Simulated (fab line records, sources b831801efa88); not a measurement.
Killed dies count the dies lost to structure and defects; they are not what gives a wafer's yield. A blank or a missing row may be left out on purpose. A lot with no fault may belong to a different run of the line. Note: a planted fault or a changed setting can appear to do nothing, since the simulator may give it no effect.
fab line records -- flow sky130
[record] lots = 15, wafers = 40, last-day = 50
route steps=708 shown FIELD_ISO@3 PWDE@55
lots that met no fault: taken from a fault-free run of the same line
start-h: start of the lot's first displayed wafer, in hours after the record's first day -- wait-h: time in hours since the lot's previous step -- " as in the row above -- L1.1+2: one row covering several wafers at once -- - no value, or no start was given -- * or withheld: withheld -- < > ~ a bound
route shown NAME@n: names a module that has steps shown in the file, with the first one's number in the route -- usual: average and standard deviation across the fault-free wafers -- same: alike in all rows -- chamber/n: place in a boat -- sites: each site's reading -- _std_site: the standard deviation of these -- _edge_site: outer sites' mean less inner sites' -- radius-mm: how far each site lies from the wafer's centre -- mask NAME#n: copy n -- behind: tool/chamber where the wafer was last shaped -- hold: what put the lot on hold/how long, in hours/how the hold closed -- device: names the non-switching transistor (n, p or np) -- end of line: the same wafers' tests at the end of the route -- a step with no rows: only its recipe -- killed: at the first sort, the dies lost to defects and structure; wafer yield is something else -- map: per-die view of a wafer (x killed, . not killed, _ where there is no die)
set.NAME: the setting that was run; set.NAME@STEP: the one run at that earlier step -- model.NAME: the simulator's own value behind a step, which no gauge read
route steps across a sampled set of lots; one table per step, one row per wafer
services: a tool's chamber out of use, with start hour (start-h, from the record's first day; less than 0 if before it), hours out, and reason
[[steps]]
[step SKY_FIELD_ISO_THK_MEAS_02]
[recipe] reads = SiO2_of_FIELD_ISO_OXIDATION_01
[usual] FIELD_ISO_OXIDATION_00_THK = 12.01/0.24
lot.wafer,tool,chamber,start-h,wait-h,FIELD_ISO_OXIDATION_00_THK[nm]
L318.2,film-metro-01,-,11.64,0.0,11.78
L318.4,film-metro-01,-,11.64,0.0,11.80
L318.5,film-metro-01,-,11.64,0.0,11.71
L319.1,film-metro-01,-,16.74,0.0,11.68
L319.4,film-metro-01,-,16.74,0.0,11.80
L319.5,film-metro-01,-,16.74,0.0,11.94
L320.3,film-metro-01,-,22.13,0.0,12.14
L320.4,film-metro-01,-,22.13,0.0,12.08
L320.6,film-metro-01,-,22.13,0.0,12.44
L323.1,film-metro-02,-,37.38,0.0,12.26
L323.4,film-metro-02,-,37.38,0.0,12.28
L323.5,film-metro-02,-,37.38,0.0,12.31
L324.2,film-metro-04,-,43.09,0.0,12.07
L324.3,film-metro-04,-,43.09,0.0,12.26
L324.4,film-metro-04,-,43.09,0.0,12.20
L325.1,film-metro-02,-,46.63,0.0,12.14
L325.2,film-metro-02,-,46.63,0.0,12.36
L325.4,film-metro-02,-,46.63,0.0,12.21
L326.1,film-metro-02,-,52.00,0.0,12.36
L326.3,film-metro-02,-,52.00,0.0,12.34
L326.6,film-metro-02,-,52.00,0.0,12.21
L327.1,film-metro-04,-,56.63,0.0,11.98
L327.2,film-metro-04,-,56.63,0.0,12.27
L327.3,film-metro-04,-,56.63,0.0,12.12
L328.1,film-metro-02,-,61.63,0.0,11.95
L328.2,film-metro-02,-,61.63,0.0,11.96
L328.6,film-metro-02,-,61.63,0.0,12.13
L329.1,film-metro-02,-,67.47,0.0,11.77
L329.2,film-metro-02,-,67.47,0.0,11.83
L330.1,film-metro-02,-,72.22,0.0,12.24
L335.1,film-metro-02,-,96.63,0.0,11.54
L337.2,film-metro-01,-,106.96,0.0,12.10
L337.3,film-metro-01,-,106.96,0.0,11.87
L337.5,film-metro-01,-,106.96,0.0,12.04
L338.1,film-metro-04,-,111.82,0.0,12.05
L338.3,film-metro-04,-,111.82,0.0,11.89
L338.6,film-metro-04,-,111.82,0.0,12.37
L341.1,film-metro-02,-,128.74,0.0,11.91
L341.3,film-metro-02,-,128.74,0.0,12.34
L341.5,film-metro-02,-,128.74,0.0,12.08
[step SKY_FIELD_ISO_THK_MEAS_04]
[recipe] reads = Si3N4_of_FIELD_ISO_CVD_03
[usual] FIELD_ISO_CVD_03_THK = 165.5/1.4
lot.wafer,tool,chamber,start-h,wait-h,FIELD_ISO_CVD_03_THK[nm]
L318.2,film-metro-02,-,14.08,0.0,166.7
L318.4,film-metro-02,-,14.08,0.0,165.9
L318.5,film-metro-02,-,14.08,0.0,167.5
L319.1,film-metro-04,-,18.66,0.0,166.0
L319.4,film-metro-04,-,18.66,0.0,166.0
L319.5,film-metro-04,-,18.66,0.0,167.1
L320.3,film-metro-04,-,25.13,0.0,167.0
L320.4,film-metro-04,-,25.13,0.0,166.6
L320.6,film-metro-04,-,25.13,0.0,167.2
L323.1,film-metro-04,-,39.23,0.0,166.5
L323.4,film-metro-04,-,39.23,0.0,166.0
L323.5,film-metro-04,-,39.23,0.0,165.9
L324.2,film-metro-04,-,45.66,0.1,165.0
L324.3,film-metro-04,-,45.66,0.1,166.6
L324.4,film-metro-04,-,45.66,0.1,165.1
L325.1,film-metro-04,-,49.74,0.0,166.6
L325.2,film-metro-04,-,49.74,0.0,166.5
L325.4,film-metro-04,-,49.74,0.0,166.6
L326.1,film-metro-04,-,53.89,0.0,163.9
L326.3,film-metro-04,-,53.89,0.0,163.3
L326.6,film-metro-04,-,53.89,0.0,163.8
L327.1,film-metro-02,-,58.48,0.0,165.0
L327.2,film-metro-02,-,58.48,0.0,165.2
L327.3,film-metro-02,-,58.48,0.0,164.7
L328.1,film-metro-02,-,64.80,0.0,165.9
L328.2,film-metro-02,-,64.80,0.0,165.9
L328.6,film-metro-02,-,64.80,0.0,165.1
L329.1,film-metro-04,-,69.32,0.0,166.9
L329.2,film-metro-04,-,69.32,0.0,165.5
L330.1,film-metro-04,-,77.29,0.0,166.9
L335.1,film-metro-01,-,98.48,0.0,164.2
L337.2,film-metro-02,-,109.98,0.0,160.9
L337.3,film-metro-02,-,109.98,0.0,161.5
L337.5,film-metro-02,-,109.98,0.0,161.2
L338.1,film-metro-02,-,114.16,0.0,165.5
L338.3,film-metro-02,-,114.16,0.0,166.1
L338.6,film-metro-02,-,114.16,0.0,165.5
L341.1,film-metro-02,-,130.96,0.0,166.1
L341.3,film-metro-02,-,130.96,0.0,166.5
L341.5,film-metro-02,-,130.96,0.0,166.0
[step SKY_FIELD_ISO_CVD_24]
[recipe] material = SiO2, target-thk-nm = 595, temp-c = 650, sigma-open-frac = 0.3, time-s = 99.2, sih4-flow-sccm = 60, pressure-mtorr = 6
lot.wafer,tool,chamber,start-h,wait-h
L318.2+4+5,hdpcvd-01,"0,2,1",29.90,0.0
L319.1+4+5,hdpcvd-01,"1,0,2",36.24,0.1
L320.3+4+6,hdpcvd-02,"0,0,1",42.94,0.0
L323.1+4+5,hdpcvd-02,"0,1,2",57.87,0.1
L324.2+3+4,hdpcvd-02,"0,2,2",63.28,0.0
L325.1+2+4,hdpcvd-01,"0,1,2",69.07,0.1
L326.1+3+6,hdpcvd-01,"0,2,0",72.69,0.1
L327.1+2+3,hdpcvd-01,"1,2,0",77.86,0.1
L328.1+2+6,hdpcvd-02,"1,2,2",83.90,0.1
L329.1+2,hdpcvd-01,"0,2",87.99,0.1
L330.1,hdpcvd-01,2,95.85,0.1
L335.1,hdpcvd-01,2,118.11,0.1
L337.2+3+5,hdpcvd-02,"0,1,1",130.80,0.0
L338.1+3+6,hdpcvd-02,"1,0,2",135.61,0.1
L341.1+3+5,hdpcvd-02,"0,2,1",154.02,0.1
[step SKY_FIELD_ISO_THK_MEAS_25]
[recipe] reads = SiO2_of_FIELD_ISO_CVD_24
[usual] FIELD_ISO_CVD_24_THK = 596/6.6
lot.wafer,tool,chamber,start-h,wait-h,hold,FIELD_ISO_CVD_24_THK[nm]
L318.2,film-metro-04,-,29.98,0.0,-,609
L318.4,film-metro-04,-,29.98,0.0,-,604
L318.5,film-metro-04,-,29.98,0.0,-,600
L319.1,film-metro-02,-,36.31,0.0,-,594
L319.4,film-metro-02,-,36.31,0.0,-,603
L319.5,film-metro-02,-,36.31,0.0,-,600
L320.3,film-metro-04,-,43.04,0.1,-,590
L320.4,film-metro-04,-,43.04,0.1,-,597
L320.6,film-metro-04,-,43.04,0.1,-,598
L323.1,film-metro-04,-,57.94,0.0,-,594
L323.4,film-metro-04,-,57.94,0.0,-,594
L323.5,film-metro-04,-,57.94,0.0,-,587
L324.2,film-metro-04,-,63.36,0.0,-,594
L324.3,film-metro-04,-,63.36,0.0,-,593
L324.4,film-metro-04,-,63.36,0.0,-,595
L325.1,film-metro-02,-,69.15,0.0,-,606
L325.2,film-metro-02,-,69.15,0.0,-,597
L325.4,film-metro-02,-,69.15,0.0,-,600
L326.1,film-metro-04,-,72.76,0.0,-,597
L326.3,film-metro-04,-,72.76,0.0,-,600
L326.6,film-metro-04,-,72.76,0.0,-,600
L327.1,film-metro-02,-,77.94,0.0,-,589
L327.2,film-metro-02,-,77.94,0.0,-,597
L327.3,film-metro-02,-,77.94,0.0,-,601
L328.1,film-metro-01,-,83.97,0.0,-,603
L328.2,film-metro-01,-,83.97,0.0,-,596
L328.6,film-metro-01,-,83.97,0.0,-,598
L329.1,film-metro-01,-,88.06,0.0,await-dispo/0.2h/release,791
L329.2,film-metro-01,-,88.06,0.0,await-dispo/0.2h/release,603
L329.1,film-metro-01,-,88.40,0.3,-,790
L329.2,film-metro-01,-,88.40,0.3,-,603
L330.1,film-metro-02,-,95.93,0.0,await-dispo/0.2h/release,781
L330.1,film-metro-02,-,96.15,0.2,-,780
L335.1,film-metro-01,-,118.18,0.0,await-dispo/0.2h/release,783
L335.1,film-metro-01,-,118.41,0.2,-,783
L337.2,film-metro-01,-,130.88,0.0,-,595
L337.3,film-metro-01,-,130.88,0.0,-,589
L337.5,film-metro-01,-,130.88,0.0,-,592
L338.1,film-metro-01,-,135.68,0.0,-,586
L338.3,film-metro-01,-,135.68,0.0,-,589
L338.6,film-metro-01,-,135.68,0.0,-,583
L341.1,film-metro-02,-,154.09,0.0,-,595
L341.3,film-metro-02,-,154.09,0.0,-,587
L341.5,film-metro-02,-,154.09,0.0,-,588
[step SKY_FIELD_ISO_CMP_27]
[recipe] stop-on = Si3N4, t-overpolish-s = 16, down-force-psi = 4, platen-rpm = 60, target-thk-nm = 457.8, pad-velocity-m-s = 0.94248
[usual] motor-current-A = 10.9/1.2, time-to-endpoint-s = 114/3.6
lot.wafer,tool,chamber,start-h,wait-h,motor-current-A,time-to-endpoint-s
L318.4,cmp-01,1,31.58,0.1,11.6,120
L318.2,cmp-01,2,31.58,0.1,9.3,116
L318.5,cmp-01,0,31.58,0.1,10.1,111
L319.1,cmp-02,1,37.92,0.1,12.6,112
L319.4,cmp-02,2,37.92,0.1,11.2,108
L319.5,cmp-02,1,37.92,0.1,12.8,116
L320.4,cmp-02,1,44.58,0.0,12.6,111
L320.3,cmp-02,0,44.58,0.0,9.6,111
L320.6,cmp-02,2,44.58,0.0,11.5,113
L323.1,cmp-02,0,59.50,0.0,9.4,114
L323.4,cmp-02,3,59.50,0.0,12.1,115
L323.5,cmp-02,1,59.50,0.0,13.3,113
L324.4,cmp-01,1,64.91,0.0,11.1,113
L324.3,cmp-01,2,64.91,0.0,8.7,112
L324.2,cmp-01,0,64.91,0.0,10.0,109
L325.1,cmp-01,0,70.71,0.0,10.4,108
L325.2,cmp-01,1,70.71,0.0,11.2,116
L325.4,cmp-01,3,70.71,0.0,11.3,112
L326.3,cmp-01,3,74.32,0.0,11.4,112
L326.1,cmp-01,1,74.32,0.0,11.8,121
L326.6,cmp-01,0,74.32,0.0,10.1,114
L327.3,cmp-02,3,79.87,0.0,12.0,120
L327.1,cmp-02,0,79.87,0.0,9.7,110
L327.2,cmp-02,2,79.87,0.0,11.3,116
L328.2,cmp-02,2,86.74,0.1,11.0,110
L328.1,cmp-02,3,86.74,0.1,12.0,118
L328.6,cmp-02,2,86.74,0.1,11.0,109
L329.2,cmp-02,3,92.57,0.0,12.0,119
L329.1,cmp-02,2,92.57,0.0,11.0,155
L330.1,cmp-01,1,102.29,0.4,12.2,152
L335.1,cmp-01,1,123.85,0.1,11.9,150
L337.2,cmp-01,1,132.97,0.0,10.8,120
L337.3,cmp-01,2,132.97,0.0,9.5,112
L337.5,cmp-01,2,132.97,0.0,9.2,116
L338.1,cmp-02,2,138.03,0.0,11.6,111
L338.3,cmp-02,1,138.03,0.0,12.3,114
L338.6,cmp-02,3,138.03,0.0,11.8,115
L341.1,cmp-02,0,157.09,0.1,9.6,110
L341.3,cmp-02,1,157.09,0.1,12.5,110
L341.5,cmp-02,3,157.09,0.1,11.7,111
[step SKY_PWDE_TW_MEAS_10]
[usual] PWDE_TW = 372/4
lot.wafer,tool,chamber,start-h,wait-h,PWDE_TW
L318.2,film-metro-04,-,66.76,0.1,366
L318.4,film-metro-04,-,66.76,0.1,363
L318.5,film-metro-04,-,66.76,0.1,366
L319.1,film-metro-04,-,72.88,0.1,370
L319.4,film-metro-04,-,72.88,0.1,371
L319.5,film-metro-04,-,72.88,0.1,371
L320.3,film-metro-04,-,79.19,0.1,369
L320.4,film-metro-04,-,79.19,0.1,370
L320.6,film-metro-04,-,79.19,0.1,370
L323.1,film-metro-01,-,95.57,0.1,374
L323.4,film-metro-01,-,95.57,0.1,374
L323.5,film-metro-01,-,95.57,0.1,374
L324.2,film-metro-01,-,102.68,0.1,375
L324.3,film-metro-01,-,102.68,0.1,375
L324.4,film-metro-01,-,102.68,0.1,371
L325.1,film-metro-01,-,108.94,0.1,376
L325.2,film-metro-01,-,108.94,0.1,373
L325.4,film-metro-01,-,108.94,0.1,375
L326.1,film-metro-01,-,113.37,0.1,375
L326.3,film-metro-01,-,113.37,0.1,376
L326.6,film-metro-01,-,113.37,0.1,374
L327.1,film-metro-04,-,118.00,0.1,371
L327.2,film-metro-04,-,118.00,0.1,369
L327.3,film-metro-04,-,118.00,0.1,369
L328.1,film-metro-01,-,125.47,0.1,374
L328.2,film-metro-01,-,125.47,0.1,374
L328.6,film-metro-01,-,125.47,0.1,376
L329.1,film-metro-01,-,129.97,0.1,376
L329.2,film-metro-01,-,129.97,0.1,377
L330.1,film-metro-01,-,135.85,0.1,376
L335.1,film-metro-01,-,163.49,0.1,374
L337.2,film-metro-04,-,175.75,0.1,369
L337.3,film-metro-04,-,175.75,0.1,368
L337.5,film-metro-04,-,175.75,0.1,366
L338.1,film-metro-04,-,181.19,0.1,367
L338.3,film-metro-04,-,181.19,0.1,369
L338.6,film-metro-04,-,181.19,0.1,366
L341.1,film-metro-04,-,203.20,0.1,368
L341.3,film-metro-04,-,203.20,0.1,368
L341.5,film-metro-04,-,203.20,0.1,369
[[services]]
tool,chamber,start-h,hours,kind
cmp-01,-,50.72,0.6,repair
cmp-02,-,64.00,4.0,pm
hdpcvd-02,-,66.75,15.0,pm
hdpcvd-02,0,66.75,15.0,vent-cycle
hdpcvd-02,1,66.75,15.0,vent-cycle
hdpcvd-02,2,66.75,15.0,vent-cycle
hdpcvd-02,0,67.02,3.4,repair
cmp-02,-,68.00,-,consumable-replace:conditioner
cmp-02,-,68.00,-,consumable-replace:pad
hdpcvd-02,-,68.55,1.4,repair
cmp-01,-,80.09,1.4,repair
hdpcvd-02,0,81.75,-,clean
hdpcvd-02,1,81.75,-,clean
hdpcvd-02,2,81.75,-,clean
cmp-01,-,83.05,6.0,pm
cmp-01,-,101.26,0.9,repair
hdpcvd-01,-,103.02,14.6,pm
cmp-02,-,119.28,2.4,repair
hdpcvd-02,2,126.38,2.8,repair
hdpcvd-02,-,137.25,2.8,pm
hdpcvd-01,-,152.09,0.8,repair
[[key]]
[first-sign] step = SKY_FIELD_ISO_THK_MEAS_25, reading = visit, direction = added
[effect] step = SKY_FIELD_ISO_THK_MEAS_25, reading = FIELD_ISO_CVD_24_THK, direction = up, sigmas = 28, usual = 596, struck = 785
[effect] step = SKY_FIELD_ISO_CMP_27, reading = time-to-endpoint-s, direction = up, sigmas = 11, usual = *, struck = *
met-at SKY_FIELD_ISO_CVD_24
struck-lots L329,L330,L335
struck-wafers L329.1,L330.1,L335.1
sort-left-out L335.1
tester-left-out L329,L330,L335
not-acting-at SKY_FIELD_ISO_THK_MEAS_02,SKY_FIELD_ISO_THK_MEAS_04,SKY_PWDE_TW_MEAS_10
onset-between 77.86 87.99
[fault] kind = process-parameter-drift, tool = hdpcvd-01, chamber = -, onset-h = 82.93, steps = SKY_FIELD_ISO_CVD_24, channel = target-thk-nm, offset = 182.51, shape = step, end-h = 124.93, scope = struck-wafers-only, acts-in = these-recipes-only, stated = 595
// tester-left-out: of these lots the tester's yield and bins aren't shown, on N5 and GAA mostly nor the transistor test; their killed dies are dies lost to structure and defects alone, not to doping, threshold or leakage, so they don't give the yield
// sort-left-out: the simulated sort isn't trusted on such a fault, so these wafers' sort isn't shown, and their yield isn't known
